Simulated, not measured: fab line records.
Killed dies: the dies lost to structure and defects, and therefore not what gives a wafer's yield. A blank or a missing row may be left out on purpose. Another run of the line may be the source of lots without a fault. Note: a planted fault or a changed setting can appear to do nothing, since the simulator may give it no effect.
fab line records	flow sky130
[record] lots = 11	wafers = 33	lastDay = 50
route steps=708 shown FIELD_ISO@16 METAL4@635 VIA4@641 PAD_OPEN@702
lots that met no fault: from a run of the same line without faults
startH: start of the lot's first displayed wafer, in hours after the record's first day	waitH: time in hours since the lot's previous step	" the same as in the row above	L1.1+2: one row covering several wafers at once	- value missing, or start not given	* or withheld: withheld	< > ~ a bound
route shown NAME@n: a module of which the file shows steps, and the number in the route of the first	usual: mean/standard deviation taken from wafers without a fault	same: alike in all rows	chamber/n: place in a boat	sites: per-site readings	_std_site: standard deviation of those values	_edge_site: outer sites' mean less inner sites'	radiusMm: for every site, how far away it sits from the centre of the wafer	mask NAME#n: copy n	behind: tool/chamber where the wafer was last shaped	hold: why the lot went on hold/how many hours it stayed there/how the hold came to an end	device: names the non-switching transistor (n, p or np)	end of line: tests of these same wafers at the route's end	for a step that has no rows: nothing shown but its recipe	killed: dies lost to structure and defects at the first sort, not the wafer's yield	map: per-die view of a wafer (x killed, . not killed, _ where there is no die)
set.NAME: the setting as run; set.NAME@STEP: as run at that earlier step	model.NAME: the simulator's own value behind a step, which no gauge read
steps of the route over a sample of lots; a table a step, a row a wafer
services: the hour from which a tool's chamber was out of use, counted from the record's first day as startH (under 0 if before that day), plus the number of hours and why
[[steps]]
[step SKY_FIELD_ISO_ETCH_15]
[recipe] chemistry = CHF3/O2	targetDepthNm = 180	stopOn = Si	sourceW = 600	biasW = 200	pressureMtorr = 40	chf3FlowSccm = 50	O2_flow_sccm = 5	timeS = 72
[usual] drypumpMotorCurrentA = 5.8/0.36	oesProductAu = 0.950/0.0074	throttleValvePct = 8.847/0.0095
lot.wafer	tool	chamber	startH	waitH	drypumpMotorCurrentA	oesProductAu	rfHoursCounterH	throttleValvePct
L650.2	rieDiel-01	1	28.29	0.0	5.5	0.950	44	8.855
L650.3	"	2	"	"	5.9	0.956	88	8.815
L650.4	"	3	"	"	5.9	0.957	145	8.850
L651.1	rieDiel-03	0	35.19	0.0	6.1	0.954	6	8.836
L651.5	"	2	"	"	5.7	0.947	-	8.865
L651.6	"	1	"	"	5.9	0.954	-	8.857
L652.2	rieDiel-02	0	41.14	0.0	6.7	0.956	130	8.834
L652.3	"	2	"	"	5.1	0.950	127	8.858
L652.5	"	2	"	"	5.1	0.951	-	8.829
L653.1	rieDiel-03	0	45.12	0.0	6.1	0.932	6	8.858
L653.4	"	1	"	"	6.0	0.938	2	8.842
L653.5	"	2	"	"	5.7	0.947	-	8.830
L654.1	rieDiel-01	1	50.72	0.0	5.6	0.944	45	8.856
L654.4	"	2	"	"	6.0	0.955	88	8.841
L654.6	"	2	"	"	6.0	0.959	-	8.839
L657.1	rieDiel-01	2	68.82	0.0	6.0	0.949	89	8.856
L657.3	"	1	"	"	5.5	0.949	45	8.843
L657.4	"	1	"	"	5.5	0.942	-	8.844
L662.1	rieDiel-01	1	91.62	0.0	5.6	0.940	46	8.851
L662.2	"	3	"	"	5.9	0.952	146	8.848
L662.5	"	3	"	"	5.9	0.946	-	8.864
L667.3	rieDiel-02	2	118.52	0.0	5.2	0.944	128	8.849
L667.4	"	0	"	"	6.7	0.943	132	8.833
L667.6	"	3	"	"	5.0	0.940	-	8.838
L669.1	rieDiel-03	0	128.37	0.0	6.1	0.953	8	8.844
L669.2	"	2	"	"	5.7	0.953	158	8.831
L669.6	"	3	"	"	5.9	0.950	-	8.852
L670.1	rieDiel-03	3	138.09	0.0	5.8	0.949	113	8.852
L670.5	"	1	"	"	5.9	0.947	-	8.836
L670.6	"	0	"	"	6.1	0.941	-	8.850
L673.2	rieDiel-01	1	149.84	0.0	5.6	0.954	48	8.845
L673.4	"	1	"	"	5.6	0.950	-	8.835
L673.5	"	2	"	"	5.9	0.962	-	8.852
[step SKY_METAL4_STRIP_19]
[recipe] chemistry = O2/N2	powerW = 1400	pressureMtorr = 1500	platenTempC = withheld	o2FlowSccm = 3000	n2FlowSccm = 300	overashFraction = 0.5
[usual] drypumpMotorCurrentA = 5.60/0.2	n2FlowSccm = 299.9/0.86	oesProductAu = 0.503/0.0053	stripTimeToEndpointS = 6.55/0.088
lot.wafer	tool	chamber	startH	waitH	drypumpMotorCurrentA	n2FlowSccm	oesProductAu	rfHoursCounterH	stripTimeToEndpointS
L650.2	plasmaAsher-01	0	974.65	0.1	5.59	300.4	0.499	87	6.44
L650.3	"	1	"	"	5.45	299.5	0.501	-	6.49
L650.4	"	0	"	"	5.57	299.8	0.498	-	6.51
L651.1	plasmaAsher-01	1	992.11	0.1	5.49	300.0	0.505	88	6.58
L651.5	"	1	"	"	5.48	298.7	0.494	-	6.43
L651.6	"	0	"	"	5.58	301.3	0.512	-	6.61
L652.2	plasmaAsher-04	0	1001.71	0.1	5.65	301.9	0.507	57	6.63
L652.3	"	0	"	"	5.65	301.6	0.508	-	6.62
L652.5	"	1	"	"	5.93	298.6	0.504	-	6.68
L653.1	plasmaAsher-01	0	1006.12	0.1	5.60	300.9	0.503	89	6.56
L653.4	"	1	"	"	5.44	299.3	0.507	-	6.67
L653.5	"	1	"	"	5.46	299.6	0.501	-	6.66
L654.1	plasmaAsher-04	1	1010.46	0.1	5.96	301.1	0.504	58	6.37
L654.4	"	1	"	"	5.93	299.4	0.495	-	6.37
L654.6	"	1	"	"	5.94	299.8	0.505	-	6.56
L657.1	plasmaAsher-01	0	1032.96	0.1	5.59	300.1	0.504	92	6.61
L657.3	"	0	"	"	5.61	299.3	0.499	-	6.49
L657.4	"	1	"	"	5.46	299.8	0.498	-	6.54
L662.1	plasmaAsher-03	0	1064.51	0.1	5.27	299.2	0.498	0	6.49
L662.2	"	1	"	"	5.77	298.1	0.511	0	6.62
L662.5	"	0	"	"	5.29	299.7	0.497	-	6.51
L667.3	plasmaAsher-01	0	1091.55	0.1	5.54	300.5	0.509	-	6.68
L667.4	"	1	"	"	5.45	298.6	0.500	-	6.54
L667.6	"	0	"	"	5.56	300.0	0.505	-	6.46
L669.1	plasmaAsher-01	0	1106.35	0.1	5.59	301.5	0.504	99	6.60
L669.2	"	1	"	"	5.46	298.2	0.495	99	6.39
L669.6	"	0	"	"	5.60	300.2	0.503	-	6.59
L670.1	plasmaAsher-03	1	1108.86	0.1	5.79	300.2	0.505	4	6.58
L670.5	"	0	"	"	5.30	299.9	0.504	-	6.55
L670.6	"	1	"	"	5.76	299.7	0.509	-	6.63
L673.2	plasmaAsher-03	1	1125.60	0.1	5.76	300.8	0.494	6	6.37
L673.4	"	1	"	"	5.74	300.5	0.501	-	6.66
L673.5	"	1	"	"	5.75	299.6	0.496	-	6.42
[step SKY_VIA4_CMP_02]
[recipe] material = SiO2	downForcePsi = 4	platenRpm = 60	padVelocityMS = 0.94248
[usual] motorCurrentA = 12.4/1.2	platenRpm = 60.00/0.046	slurryFlowMlMin = 150.0/0.49
lot.wafer	tool	chamber	startH	waitH	motorCurrentA	platenRpm	slurryFlowMlMin
L650.2	cmp-02	2	975.54	0.1	12.5	60.01	149.6
L650.3	"	3	"	"	12.2	60.05	149.9
L650.4	"	0	"	"	10.6	60.01	150.5
L651.1	cmp-01	1	993.08	0.2	13.4	59.98	150.7
L651.6	"	1	"	"	14.1	60.01	150.1
L651.5	"	2	"	"	11.3	59.99	149.5
L652.2	cmp-02	0	1002.68	0.2	10.8	60.01	149.5
L652.3	"	2	"	"	12.2	60.04	149.5
L652.5	"	3	"	"	12.5	59.97	149.4
L653.4	cmp-02	2	1006.95	0.0	12.9	59.94	150.1
L653.1	"	1	"	"	11.5	60.02	150.3
L653.5	"	3	"	"	12.7	60.01	150.2
L654.1	cmp-01	1	1011.43	0.1	13.4	59.99	150.2
L654.4	"	2	"	"	11.7	59.99	149.8
L654.6	"	3	"	"	14.1	60.04	150.5
L657.4	cmp-01	2	1033.79	0.0	11.1	60.00	149.4
L657.1	"	3	"	"	13.9	59.99	150.2
L657.3	"	1	"	"	13.6	59.95	150.4
L662.2	cmp-02	0	1065.48	0.1	10.7	60.01	150.3
L662.1	"	1	"	"	11.3	59.98	149.8
L662.5	"	2	"	"	13.4	60.00	149.9
L667.3	cmp-01	2	1092.48	0.1	11.4	60.04	149.9
L667.4	"	3	"	"	14.2	59.97	150.2
L667.6	"	0	"	"	12.2	60.00	150.7
L669.2	cmp-01	3	1107.71	0.5	13.8	60.01	149.5
L669.1	"	0	"	"	11.9	60.04	151.0
L669.6	"	3	"	"	13.3	60.08	149.8
L670.1	cmp-01	0	1109.91	0.3	12.7	60.02	150.1
L670.5	"	1	"	"	14.1	60.04	149.9
L670.6	"	2	"	"	11.8	60.07	150.2
L673.4	cmp-02	0	1126.65	0.0	11.0	60.08	151.0
L673.2	"	3	"	"	12.8	59.97	149.5
L673.5	"	1	"	"	11.2	60.06	149.8
[step SKY_PAD_OPEN_STRIP_08]
[recipe] chemistry = O2/N2	powerW = 1400	pressureMtorr = 1500	platenTempC = withheld	overashFraction = 0.7	o2FlowSccm = 3000	n2FlowSccm = 300
[usual] drypumpMotorCurrentA = 5.61/0.21	n2FlowSccm = 300.0/0.96	oesProductAu = 0.663/0.0044	stripTimeToEndpointS = 37.08/0.094
lot.wafer	tool	chamber	startH	waitH	drypumpMotorCurrentA	n2FlowSccm	oesProductAu	rfHoursCounterH	stripTimeToEndpointS
L650.2	plasmaAsher-03	0	1068.84	0.1	5.26	298.5	0.669	0	37.03
L650.3	"	1	"	"	5.77	300.1	0.660	-	37.11
L650.4	"	0	"	"	5.26	299.0	0.657	-	37.01
L651.1	plasmaAsher-01	0	1084.37	0.1	5.55	298.2	0.669	97	37.27
L651.5	"	0	"	"	5.55	299.3	0.670	-	37.24
L651.6	"	1	"	"	5.47	298.3	0.668	-	37.30
L652.2	plasmaAsher-01	1	1092.09	0.1	5.47	300.5	0.666	98	37.00
L652.3	"	0	"	"	5.59	301.9	0.663	-	37.18
L652.5	"	0	"	"	5.54	300.5	0.665	-	36.93
L653.1	plasmaAsher-04	1	1096.12	0.1	5.94	299.9	0.665	66	37.17
L653.4	"	0	"	"	5.64	300.2	0.667	-	37.18
L653.5	"	1	"	"	5.94	298.9	0.668	-	37.14
L654.1	plasmaAsher-01	1	1101.27	0.1	5.46	301.0	0.661	99	37.10
L654.4	"	1	"	"	5.46	301.4	0.663	-	37.14
L654.6	"	0	"	"	5.57	301.7	0.665	-	37.08
L657.1	plasmaAsher-03	1	1119.69	0.1	5.78	298.5	0.662	5	36.96
L657.3	"	1	"	"	5.80	298.9	0.662	-	37.05
L657.4	"	0	"	"	5.26	298.4	0.662	-	36.89
L662.1	plasmaAsher-01	0	1149.18	0.1	5.57	301.8	0.657	103	37.14
L662.2	"	1	"	"	5.45	300.4	0.657	103	37.03
L662.5	"	1	"	"	5.45	300.0	0.662	-	37.12
L667.3	plasmaAsher-01	0	1171.17	0.1	5.59	298.2	0.666	-	36.91
L667.4	"	1	"	"	5.46	300.0	0.669	-	36.96
L667.6	"	1	"	"	5.45	301.1	0.675	-	36.95
L669.1	plasmaAsher-01	1	1181.28	0.1	5.48	299.7	0.667	107	37.07
L669.2	"	0	"	"	5.55	300.0	0.659	107	37.04
L669.6	"	1	"	"	5.46	299.4	0.661	-	37.04
L670.1	plasmaAsher-03	1	1184.64	0.1	5.71	300.7	0.668	12	37.06
L670.5	"	1	"	"	5.73	300.7	0.657	-	37.03
L670.6	"	0	"	"	5.25	300.0	0.662	-	37.06
L673.2	plasmaAsher-03	0	1196.23	0.1	5.27	300.6	0.670	13	37.11
L673.4	"	0	"	"	5.26	302.0	0.666	-	36.99
L673.5	"	1	"	"	5.80	299.9	0.662	-	37.07
[step SKY_PAD_OPEN_PROBE_99]
[usual] killed_at_M0_to_M3 = 42/7.5	killed_at_M4_up = 3.2/1.7	killedAtContacts = 24/5.1	killedAtFrontEnd = 15/4.1	killedAtOther = 0.3/0.58	killedDies = 85/8.9	killedOpen = 46/6.4	killedShort = 39/6
[same] grossDies = 492	killedAtBackSide = 0
lot.wafer	tool	chamber	startH	waitH	killed_at_M0_to_M3	killed_at_M4_up	killedAtContacts	killedAtFrontEnd	killedAtOther	killedDies	killedOpen	killedShort
L657.1	prober-02	-	1121.90	0.1	55	1	26	45	0	127	53	46
L657.3	prober-02	-	1122.00	0.2	51	4	32	48	1	136	49	50
L657.4	prober-02	-	1122.05	0.2	32	3	24	46	0	105	34	36
L662.1	prober-01	-	1151.43	0.1	48	5	24	51	0	128	48	41
L662.2	prober-01	-	1151.48	0.1	48	3	18	33	1	103	45	34
L662.5	prober-01	-	1151.63	0.2	27	4	24	39	2	96	41	33
// killed by level:class
L657.1 FIELD_ISO:unspecified=28 VIA3:geometricParticle:open=10 VIA1:geometricParticle:short=9 VIA1:geometricParticle:open=9 CONTACT:geometricParticle:open=8 LI_CONTACT:geometricParticle:open=7 LOCAL_INTERCONNECT:geometricParticle:short=7 METAL1:geometricParticle:short=7
L657.3 FIELD_ISO:unspecified=37 VIA1:geometricParticle:open=13 CONTACT:geometricParticle:open=11 VIA3:geometricParticle:open=9 LOCAL_INTERCONNECT:geometricParticle:short=8 LI_CONTACT:geometricParticle:open=6 METAL2:geometricParticle:short=6 METAL1:geometricParticle:short=5
L657.4 FIELD_ISO:unspecified=35 CONTACT:geometricParticle:open=8 LI_CONTACT:geometricParticle:open=6 VIA2:geometricParticle:open=6 VIA3:geometricParticle:open=5 METAL1:geometricParticle:short=4 CONTACT:geometricParticle:short=4 VIA1:geometricParticle:short=4
L662.1 FIELD_ISO:unspecified=39 LI_CONTACT:geometricParticle:open=10 VIA1:geometricParticle:open=9 VIA2:geometricParticle:open=9 METAL1:geometricParticle:short=7 CONTACT:geometricParticle:open=5 VIA3:geometricParticle:short=5 VIA1:geometricParticle:short=4
L662.2 FIELD_ISO:unspecified=22 VIA3:geometricParticle:open=9 VIA1:geometricParticle:short=8 VIA1:geometricParticle:open=8 CONTACT:geometricParticle:short=7 METAL2:geometricParticle:short=6 CONTACT:geometricParticle:open=6 VIA2:geometricParticle:open=6
L662.5 FIELD_ISO:unspecified=21 LI_CONTACT:geometricParticle:open=7 VIA1:geometricParticle:open=7 POLY_GATE:geometricParticle:short=6 CONTACT:geometricParticle:open=6 VIA3:geometricParticle:open=5 FIELD_ISO:geometricParticle:open=4 VIA2:geometricParticle:open=4
[[services]]
tool	chamber	startH	hours	kind
cmp-01	-	15.38	3.3	pm
cmp-01	-	92.37	0.6	repair
cmp-01	-	98.85	3.0	repair
plasmaAsher-01	-	108.79	9.0	pm
plasmaAsher-03	-	130.44	32.8	pm
plasmaAsher-01	-	191.64	2.0	repair
plasmaAsher-03	-	195.75	4.3	repair
cmp-01	-	204.67	9.0	repair
cmp-01	-	235.92	4.0	pm
cmp-01	-	261.54	3.9	pm
cmp-01	-	282.23	1.3	repair
cmp-01	-	282.33	0.4	repair
cmp-01	-	337.13	0.5	repair
plasmaAsher-03	-	342.79	1.5	repair
cmp-01	-	345.00	1.6	repair
plasmaAsher-03	-	447.78	2.5	repair
plasmaAsher-01	-	666.92	6.6	repair
plasmaAsher-03	-	763.55	2.8	pm
plasmaAsher-03	-	803.37	1.1	repair
plasmaAsher-01	-	906.84	2.8	pm
plasmaAsher-01	-	925.67	0.8	repair
plasmaAsher-01	-	983.72	1.2	repair
plasmaAsher-03	-	1001.37	4.3	pm
plasmaAsher-03	-	1055.25	9.0	pm
[[key]]
[firstSign] step = SKY_PAD_OPEN_PROBE_99	reading = killedAtFrontEnd	direction = up	sigmas = 6.9	usual = 15	struck = 44
[effect] step = SKY_PAD_OPEN_PROBE_99	reading = killedDies	direction = up	sigmas = 3.4	usual = 85	struck = 116
metAt SKY_FIELD_ISO_ETCH_15
struckLots L657,L662
testerLeftOut L657,L662
notActingAt SKY_METAL4_STRIP_19,SKY_VIA4_CMP_02,SKY_PAD_OPEN_STRIP_08
onsetBetween 50.72 68.82
[fault] kind = chamberParticleSource	tool = rieDiel-01	chamber = -	onsetH = 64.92	steps = SKY_FIELD_ISO_ETCH_15	ratePerVisitCm2 = 0.39438	endH = 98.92
// testerLeftOut: of these lots the tester's yield and bins aren't shown, on N5 and GAA mostly nor the transistor test; their killed dies are dies lost to structure and defects alone, not to doping, threshold or leakage, so they don't give the yield
